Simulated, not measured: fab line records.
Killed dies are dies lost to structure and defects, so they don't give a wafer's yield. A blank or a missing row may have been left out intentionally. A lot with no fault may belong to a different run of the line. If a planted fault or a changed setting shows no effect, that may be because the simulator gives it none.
Matching of chambers    flow sky130    3 sister chambers for SKY_LI_CONTACT_HDPCVD_00 on hdpcvd-01
The step deposits PSG, target thk 930 nm, time 155 s. 6 wafers are shown with their chamber, then 10 later ones without.

== WAFERS PAIRED WITH THEIR CHAMBERS ==
wafer   chamber  run length s (s)  pressure mtorr (mTorr)
L239.5  2        184.1             6.019
L243.1  0        183.4             5.991
L243.4  2        183.8             6.018
L243.5  1        182.2             5.981
L246.1  1        182.3             5.994
L246.2  0        183.6             5.999

== WAFERS WHOSE CHAMBER IS MISSING ==
wafer   run length s (s)  pressure mtorr (mTorr)
L246.5  183.0             5.997
L251.2  182.4             6.024
L251.4  184.1             5.991
L251.5  182.9             6.011
L254.1  183.0             6.013
L254.2  182.2             6.001
L254.4  183.3             6.019
L255.3  182.3             6.010
L255.4  184.3             6.003
L255.5  182.8             5.994

== WHICH CHAMBER EACH ONE RAN IN ==
wafer   from the rows above      in truth
L246.5  can't be placed: 0 or 1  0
L251.2  1                        1
L251.4  can't be placed: 0 or 2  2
L251.5  can't be placed: 0 or 1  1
L254.1  can't be placed: 0 or 2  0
L254.2  1                        1
L254.4  can't be placed: 0 or 2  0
L255.3  1                        1
L255.4  2                        2
L255.5  can't be placed: 1 or 0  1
4 of 10 placed correctly. Can't be placed from these rows: 6 (the true chamber is among the candidates in 6). Placed wrongly: 0.
How it was worked out, from the rows above alone: a wafer's distance from a chamber is the root of the sum, over the readings, of the square of ((its reading less the chamber's mean) divided by the reading's scatter). If the next closest chamber is less than 2 further off than the closest, the wafer can't be placed; otherwise it belongs to the closest. For every chamber, the mean is computed from those of its wafers that are shown. The scatter: take each reading less its chamber's mean, square it, sum over the shown wafers, divide by the number of wafers less the number of chambers, and take the root.
